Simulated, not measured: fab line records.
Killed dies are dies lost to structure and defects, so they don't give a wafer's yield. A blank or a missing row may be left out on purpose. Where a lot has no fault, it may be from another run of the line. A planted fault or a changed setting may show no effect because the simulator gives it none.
Shared-tool check + flow sky130 + 39 wafers sampled across 11 lots

## THE REASON FOR OPENING IT
SKY_CONTACT_THK_MEAS_01, reading CONTACT_CVD_00_THK: flagged on 2 of 11 lots. Fault-free wafers read 75.3 nm, with a standard deviation of 1.2.
Rule: flag the lot when none of its wafers has a number, or when each of its wafers that has one lies beyond 4 standard deviations from that mean. All remaining lots are regarded as sound.

| lot  | measured     | on            | CONTACT_CVD_00_THK (nm), wafer by wafer | flag    |
|------|--------------|---------------|-----------------------------------------|---------|
| L629 | day 31 02:47 | film metro-04 | 74.1 76.1 76.7                          |         |
| L630 | day 31 02:56 | film metro-04 | 73.2 74.9 74.8                          |         |
| L631 | day 31 03:17 | film metro-04 | 76.0 77.2 75.6                          |         |
| L633 | day 31 20:04 | film metro-02 | 73.8 74.7 75.3                          |         |
| L634 | day 32 03:01 | film metro-02 | 75.4 76.0 75.4                          |         |
| L636 | day 32 20:50 | film metro-03 | 74.4 75.2 75.8                          |         |
| L638 | day 33 12:31 | film metro-02 | 58.4 58.3 58.7 58.4 58.3 58.8           | FLAGGED |
| L643 | day 34 23:38 | film metro-03 | 57.0 58.6 59.0 57.0 58.6 58.9           | FLAGGED |
| L645 | day 35 14:44 | film metro-04 | 74.8 74.0 76.1                          |         |
| L648 | day 36 19:10 | film metro-04 | 75.6 77.3 76.9                          |         |
| L651 | day 37 20:32 | film metro-02 | 73.9 77.3 76.7                          |         |
The numbers of the flagged lots are 58.3 nm on average: -17.0 nm against the usual, or -14 standard deviations.

## TOOL THAT RAN EACH LOT
The record holds 2 process steps before the reading, out of a route of 708 steps. Read each cell as the tool, then ch plus the chambers that the sampled wafers visited, then the start.
| lot  | flag    | SKY_LI_CONTACT_CMP_02         | SKY_CONTACT_CVD_00              |
|------|---------|-------------------------------|---------------------------------|
| L629 |         | cmp-01 ch 1,2,3, day 28 15:49 | pecvd-04 ch 0,2, day 31 02:45   |
| L630 |         | cmp-02 ch 0,1,2, day 28 16:10 | pecvd-03 ch 1,2, day 31 02:53   |
| L631 |         | cmp-01 ch 0,1,2, day 28 16:19 | pecvd-02 ch 0,1,2, day 31 03:14 |
| L633 |         | cmp-02 ch 0,1,2, day 29 09:58 | pecvd-03 ch 1,2, day 31 20:00   |
| L634 |         | cmp-02 ch 0,1,2, day 29 17:49 | pecvd-03 ch 0,1,2, day 32 02:58 |
| L636 |         | cmp-02 ch 1,2,3, day 30 10:58 | pecvd-02 ch 0,1,2, day 32 20:48 |
| L638 | FLAGGED | cmp-02 ch 0,1, day 31 03:04   | pecvd-03 ch 1,2, day 33 12:29   |
| L643 | FLAGGED | cmp-01 ch 1,3, day 32 15:28   | pecvd-03 ch 0,2, day 34 23:35   |
| L645 |         | cmp-01 ch 0,1,2, day 33 08:38 | pecvd-04 ch 0,2, day 35 14:41   |
| L648 |         | cmp-01 ch 2,3, day 34 13:49   | pecvd-04 ch 0,1,2, day 36 19:07 |
| L651 |         | cmp-01 ch 0,2, day 35 13:22   | pecvd-02 ch 0,1,2, day 37 20:30 |
What these steps do:
- SKY_LI_CONTACT_CMP_02: polishes PSG.
- SKY_CONTACT_CVD_00: deposits Si3N4, target thk 75 nm.
- SKY_CONTACT_THK_MEAS_01

## FLAGGED OVER TOTAL, TOOL BY TOOL (the gauges that took the reading come last)
| step                    | tool          | lots run | flagged | share of the flagged lots | sound lots run after its first flagged lot |
|-------------------------|---------------|----------|---------|---------------------------|--------------------------------------------|
| SKY_LI_CONTACT_CMP_02   | cmp-01        | 6        | 1       | some                      | 3 (L645,L648,L651)                         |
| SKY_LI_CONTACT_CMP_02   | cmp-02        | 5        | 1       | some                      | 0                                          |
| SKY_CONTACT_CVD_00      | pecvd-02      | 3        | 0       | none                      | -                                          |
| SKY_CONTACT_CVD_00      | pecvd-03      | 5        | 2       | all                       | 0                                          |
| SKY_CONTACT_CVD_00      | pecvd-04      | 3        | 0       | none                      | -                                          |
| SKY_CONTACT_THK_MEAS_01 | film metro-02 | 4        | 1       | some                      | 1 (L651)                                   |
| SKY_CONTACT_THK_MEAS_01 | film metro-03 | 2        | 1       | some                      | 0                                          |
| SKY_CONTACT_THK_MEAS_01 | film metro-04 | 5        | 0       | none                      | -                                          |

## THE TABLE: WHAT IT ALLOWS
All flagged lots share 1 row of the table, namely pecvd-03 at SKY_CONTACT_CVD_00.
- pecvd-03 at SKY_CONTACT_CVD_00 ran 5 lots, 2 of them flagged. Its last sound lot is L634 (day 32 02:58), its first flagged lot L638 (day 33 12:29): a fault that began between those two fits.
Just one tool remains: pecvd-03 at SKY_CONTACT_CVD_00.

## WHAT WAS PUT IN BY THE SIMULATOR
Site profile drift: pecvd-03, from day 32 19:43 on, at SKY_CONTACT_CVD_00. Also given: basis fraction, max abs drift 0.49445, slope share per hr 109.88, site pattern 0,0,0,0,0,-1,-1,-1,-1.
Shown lots that were struck: L638, L643. The rule given above showed the same thing.
